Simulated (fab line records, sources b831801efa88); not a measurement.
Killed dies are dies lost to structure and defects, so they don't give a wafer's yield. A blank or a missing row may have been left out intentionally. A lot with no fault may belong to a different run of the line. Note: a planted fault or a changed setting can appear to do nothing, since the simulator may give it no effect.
Which tool did it? ; flow gf180mcu ; 13 lots with 39 wafers sampled at 6 steps, on a route of 602 steps

WHAT THE GAUGES READ, wafer by wafer
GF_STI_BOW_MEAS_00. Usual: for INCOMING_BOW the level is 1 um and the standard deviation is 6.1.
lot;measured;on;INCOMING_BOW (um);flag
L415;day 1 10:01;film metro-03;-1 -4 2;
L417;day 1 20:02;film metro-01;5 13 1;
L421;day 2 16:02;film metro-03;4 7 -1;
L423;day 3 02:00;film metro-03;-4 7 -12;
L424;day 3 07:01;film metro-04;-4 -4 10;
L426;day 3 17:04;film metro-04;8 -10 -2;
L427;day 3 22:00;film metro-01;-10 -4 9;
L428;day 4 03:01;film metro-03;-2 -9 -3;
L430;day 4 13:00;film metro-04;4 1 -4;
L433;day 5 04:04;film metro-04;0 -3 -8;
L435;day 5 14:00;film metro-03;-2 0 13;
L436;day 5 19:01;film metro-03;11 3 -4;
L437;day 6 00:02;film metro-01;4 0 5;

GF_STI_THK_MEAS_30. Usual: for STI_OXIDATION_02_THK the level is 9.97 nm and the standard deviation is 0.19.
lot;measured;on;STI_OXIDATION_02_THK (nm);flag
L415;day 2 06:33;film metro-03;9.85 10.00 9.73;
L417;day 2 16:16;film metro-03;9.86 9.88 9.88;
L421;day 3 14:25;film metro-03;10.01 9.89 9.93;
L423;day 3 23:53;film metro-01;10.18 10.16 10.08;
L424;day 4 06:11;film metro-01;10.07 10.14 9.93;
L426;day 4 15:29;film metro-03;9.98 10.12 10.04;
L427;day 4 20:55;film metro-04;9.94 10.07 9.93;
L428;day 5 01:55;film metro-03;10.35 10.39 10.32;
L430;day 5 11:43;film metro-04;9.68 9.74 9.80;
L433;day 6 04:11;film metro-01;9.65 9.55 9.71;
L435;day 6 16:40;film metro-04;10.09 9.98 10.17;
L436;day 6 21:29;film metro-04;10.08 10.15 10.10;
L437;day 7 05:08;film metro-04;9.95 10.18 10.07;

GF_NWELL_OVL_MEAS_07. Usual: for NWELL_OVL the level is 0.3 nm and the standard deviation is 1.
lot;measured;on;NWELL_OVL (nm);flag
L415;day 3 08:13;overlay-01;-1.2 0.8 -0.7;
L417;day 3 17:22;overlay-02;-0.7 0.1 -0.6;
L421;day 4 18:40;overlay-02;0.4 -0.9 0.1;
L423;day 5 05:21;overlay-02;1.9 0.5 2.3;
L424;day 5 11:03;overlay-01;1.3 -0.7 0.0;
L426;day 5 20:14;overlay-02;0.7 0.2 2.4;
L427;day 6 02:24;overlay-02;-0.1 -0.3 -0.2;
L428;day 6 07:21;overlay-01;0.6 1.3 1.4;
L430;day 6 18:13;overlay-02;0.6 2.5 0.8;
L433;day 7 10:38;overlay-02;1.5 -0.5 0.7;
L435;day 7 23:20;overlay-02;1.2 1.0 0.4;
L436;day 8 05:21;overlay-01;-0.5 -0.8 -0.7;
L437;day 8 14:10;overlay-01;0.4 -0.5 0.8;

GF_MVSD_TW_MEAS_11. Usual: for MVSD_TW the level is 1587 and the standard deviation is 11.
lot;measured;on;MVSD_TW;flag
L415;day 4 13:23;film metro-04;1598 1608 1591;
L417;day 4 21:29;film metro-02;1576 1589 1587;
L421;day 5 23:50;film metro-02;1578 1579 1574;
L423;day 6 12:24;film metro-02;1632 1624 1618;OFF
L424;day 6 17:47;film metro-03;1626 1620 1622;OFF
L426;day 7 03:51;film metro-04;1629 1639 1635;OFF
L427;day 7 10:40;film metro-02;1566 1573 1567;
L428;day 7 15:29;film metro-02;1570 1572 1581;
L430;day 8 02:58;film metro-04;1599 1595 1596;
L433;day 8 20:31;film metro-03;1586 1587 1587;
L435;day 9 10:13;film metro-02;1587 1583 1583;
L436;day 9 16:59;film metro-02;1580 1580 1583;
L437;day 10 02:00;film metro-04;1597 1590 1586;

GF_VT_IMPLANT_RS_MEAS_46: uses a four-point probe to measure. Usual: for MVSD_RS the level is 456.6 ohm/sq and the standard deviation is 1.2.
lot;measured;on;MVSD_RS (ohm/sq);flag
L415;day 7 15:25;film metro-03;454.7 454.2 454.1;
L417;day 8 01:39;film metro-03;456.0 455.4 456.7;
L421;day 9 08:44;film metro-02;458.4 455.8 458.1;
L423;day 9 22:10;film metro-04;416.2 417.3 416.4;OFF
L424;day 10 05:52;film metro-03;416.6 416.4 416.5;OFF
L426;day 10 17:22;film metro-02;417.1 417.3 417.6;OFF
L427;day 11 02:08;film metro-04;459.2 457.7 458.6;
L428;day 11 06:50;film metro-02;458.3 457.8 459.0;
L430;day 11 19:47;film metro-04;457.1 457.1 458.3;
L433;day 12 13:09;film metro-04;454.5 454.6 455.4;
L435;day 13 05:38;film metro-04;457.9 457.9 458.2;
L436;day 13 13:43;film metro-02;457.8 456.8 458.6;
L437;day 13 22:33;film metro-03;454.2 455.0 456.0;

WHAT TOOL EACH LOT RAN ON (gives the tool, then ch and the chambers of the sampled wafers, and finally the start)
lot;GF_MVSD_IMPLANT_09
L415;implanter-03 ch 0, day 4 13:08
L417;implanter-01 ch 0, day 4 21:16
L421;implanter-03 ch 0, day 5 23:37
L423;implanter-03 ch 0, day 6 12:09
L424;implanter-03 ch 0, day 6 17:34
L426;implanter-03 ch 0, day 7 03:38
L427;implanter-02 ch 0, day 7 10:25
L428;implanter-02 ch 0, day 7 15:16
L430;implanter-01 ch 0, day 8 02:43
L433;implanter-02 ch 0, day 8 20:19
L435;implanter-02 ch 0, day 9 09:58
L436;implanter-02 ch 0, day 9 16:45
L437;implanter-01 ch 0, day 10 01:47
- GF_MVSD_IMPLANT_09

AS READ BY THE TOOLS THEMSELVES (means over the sampled wafers that have a number; for cases with no such wafer, the mark the record gives instead)
GF_MVSD_IMPLANT_09. Usual: beam on s 9.98 s, standard deviation 0.19; dose ions cm2 5e+12, standard deviation 5.8e+09; faraday current uA 28.3, standard deviation 0.54; tilt deg 0.005 degrees, standard deviation 0.019.
lot;tool;beam on s (s);dose ions cm2;faraday current uA;tilt deg (degrees);flag
L415;implanter-03;9.91;5e+12;28.4;-0.029;
L417;implanter-01;9.98;5e+12;28.3;0.003;
L421;implanter-03;9.86;5e+12;28.6;0.012;
L423;implanter-03;10.15;8e+12;46.0;0.022;OFF
L424;implanter-03;10.06;8e+12;46.5;0.010;OFF
L426;implanter-03;10.01;8e+12;46.6;0.015;OFF
L427;implanter-02;10.02;5e+12;28.2;-0.005;
L428;implanter-02;10.00;5e+12;28.1;-0.000;
L430;implanter-01;9.87;5e+12;28.6;0.016;
L433;implanter-02;9.88;5e+12;28.6;0.025;
L435;implanter-02;9.91;5e+12;28.5;-0.002;
L436;implanter-02;10.00;5e+12;28.2;0.003;
L437;implanter-01;9.99;5e+12;28.2;0.023;

THE ANSWER, worked out from the rows above alone
Rule: lot off if the mean of its wafers having a number is beyond 3 standard deviations from the usual mean. Also off: a lot with no number at a reading for which 4 or more lots have one. Where the step has rows for the other lots, those lots are counted as sound. Order of review: gauges by route order, followed by the tools' own readings, for which a lot's mean as printed above is used. The first step at which some lot is off is used, and at that step the reading that is off furthest; a lot without a number counts as furthest.
Off: L423, L424, L426, at GF_MVSD_TW_MEAS_11 (MVSD_TW).
A tool fits if, at a process step before that reading, it ran every lot that is off, and no sound lot after the first of them. Not tried: the gauges at GF_MVSD_TW_MEAS_11; whatever is off there is also off at GF_MVSD_IMPLANT_09, on other tools, and gauge error can't account for it. One candidate fits, namely implanter-03 at GF_MVSD_IMPLANT_09. Its last sound lot is L421 (day 5 23:37), its first lot that is off L423 (day 6 12:09): a fault that began between those two fits.
The tool's own readings at GF_MVSD_IMPLANT_09 bear it out: on the lots that are off they differ by more than 5 times the standard deviation of the sound lots' means. dose ions cm2 reads 8e+12 there against 5e+12 on the sound lots; faraday current uA reads 46.4 there against 28.4 on the sound lots.

WHAT THE SIMULATOR HAD INSERTED
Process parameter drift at GF_MVSD_IMPLANT_09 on implanter-03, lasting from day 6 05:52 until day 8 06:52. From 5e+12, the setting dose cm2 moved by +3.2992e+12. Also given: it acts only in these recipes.
Shown lots that were struck: L423, L424, L426. This agrees with what the rule above found.
